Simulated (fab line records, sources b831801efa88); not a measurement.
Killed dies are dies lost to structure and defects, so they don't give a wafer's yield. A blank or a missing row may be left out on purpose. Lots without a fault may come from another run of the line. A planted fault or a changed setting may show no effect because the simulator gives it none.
Split-lot experiment | flow sfq_line | 5 lots, 23 wafers read, on a route of 325 steps

THE SPLIT
At SFQ_TRILAYER_M7_ETCH_METAL_ETCH_180 (etches Nb in Cl2/Ar, stops on SiO2, target depth 240 nm, time 120 s), the setting icp_w was moved away from the recipe's 600 W on 10 of the 23 wafers read, by -9.2% to +5.5%. The other wafers ran this setting at the recipe's value.

The reading is taken at the split's own step.

THE READING
KrF_of_TRILAYER_M7_LITHO_COAT_177.thk_nm (the simulator's own value, which no gauge read), in nm, at SFQ_TRILAYER_M7_ETCH_METAL_ETCH_180 (etches Nb in Cl2/Ar, stops on SiO2, target depth 240 nm, time 120 s). The file gives no usual value for it. The 13 wafers here that ran the recipe average 382.9 nm, standard deviation 1.8 nm.

wafer  | tool, chamber at the split | icp_w as run, W | against the recipe | KrF_of_TRILAYER_M7_LITHO_COAT_177.thk_nm, nm | against lot-mates on the recipe
L075.2 | rie_metal-01, 1            | 545.6           | -9.1%              | 393.5                                        | +9.4
L075.3 | rie_metal-01, 1            | 600             | recipe             | 382.3                                        | -
L075.4 | rie_metal-01, 0            | 545.6           | -9.1%              | 395.8                                        | +11.7
L075.5 | rie_metal-01, 1            | 545.6           | -9.1%              | 393.7                                        | +9.6
L075.6 | rie_metal-01, 0            | 600             | recipe             | 385.9                                        | -
L076.1 | rie_metal-02, 0            | 633.3           | +5.5%              | 373.7                                        | -8.5
L076.2 | rie_metal-02, 1            | 600             | recipe             | 382.6                                        | -
L076.3 | rie_metal-02, 1            | 600             | recipe             | 382.7                                        | -
L076.4 | rie_metal-02, 0            | 600             | recipe             | 381.2                                        | -
L076.5 | rie_metal-02, 0            | 633.3           | +5.5%              | 372.3                                        | -9.9
L080.1 | rie_metal-01, 0            | 600             | recipe             | 387.1                                        | -
L080.2 | rie_metal-01, 1            | 549.1           | -8.5%              | 394.2                                        | +9.5
L080.3 | rie_metal-01, 0            | 549.1           | -8.5%              | 399.2                                        | +14.5
L080.4 | rie_metal-01, 1            | 600             | recipe             | 383.8                                        | -
L080.5 | rie_metal-01, 1            | 600             | recipe             | 383.3                                        | -
L082.1 | rie_metal-03, 0            | 600             | recipe             | 381.7                                        | -
L082.3 | rie_metal-03, 1            | 600             | recipe             | 380.3                                        | -
L082.4 | rie_metal-03, 0            | 544.7           | -9.2%              | 391.6                                        | +10.6
L082.5 | rie_metal-03, 0            | 544.7           | -9.2%              | 392.7                                        | +11.7
L082.6 | rie_metal-03, 1            | 544.7           | -9.2%              | 390.1                                        | +9.1
L085.1 | rie_metal-03, 0            | 600             | recipe             | 383                                          | -
L085.2 | rie_metal-03, 0            | 600             | recipe             | 382.7                                        | -
L085.6 | rie_metal-03, 0            | 600             | recipe             | 380.7                                        | -

THE FIT
A straight line over all 23 wafers: KrF_of_TRILAYER_M7_LITHO_COAT_177.thk_nm changes by -1.31 nm for each +1% of icp_w; r = -0.94; the points scatter about the line by 2.4 nm.
The same after taking each lot's own level away (the mean of its wafers on the recipe; 23 wafers): -1.27 nm for each +1%; r = -0.97; scatter 1.7 nm.
On that fit, the largest move of icp_w shifts the reading by 12 nm.
The lots' own levels span 381.00 to 384.73 nm, that is 2.0 times the standard deviation above.
So the lot-to-lot level changes the slope little: the two slopes agree.
Check: with one of the wafers moved furthest among these (-9.2%) left out of the fit, the line predicts +11.4 nm for it against its lot-mates. It came out at +10.6 nm against them.

OTHER SPLITS ON THESE WAFERS
These wafers also went through other splits before the reading. Each is held against what the fit with the lots' levels taken away leaves over:
other split on the same wafers                    | wafers away from the commonest value | r with KrF_of_TRILAYER_M7_LITHO_COAT_177.thk_nm (lot level and that fit taken away)
SFQ_TRILAYER_I6_VIA_BARC_OPEN_VIA_ETCH_235 time_s | 11                                   | +0.14
SFQ_TRILAYER_M7_LITHO_COAT_182 spin_rpm           | 8                                    | -0.07

THE FILE'S OWN FIT
KrF_of_TRILAYER_M7_LITHO_COAT_177.thk_nm changes by -1.27 nm for each +1% of icp_w, r = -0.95.
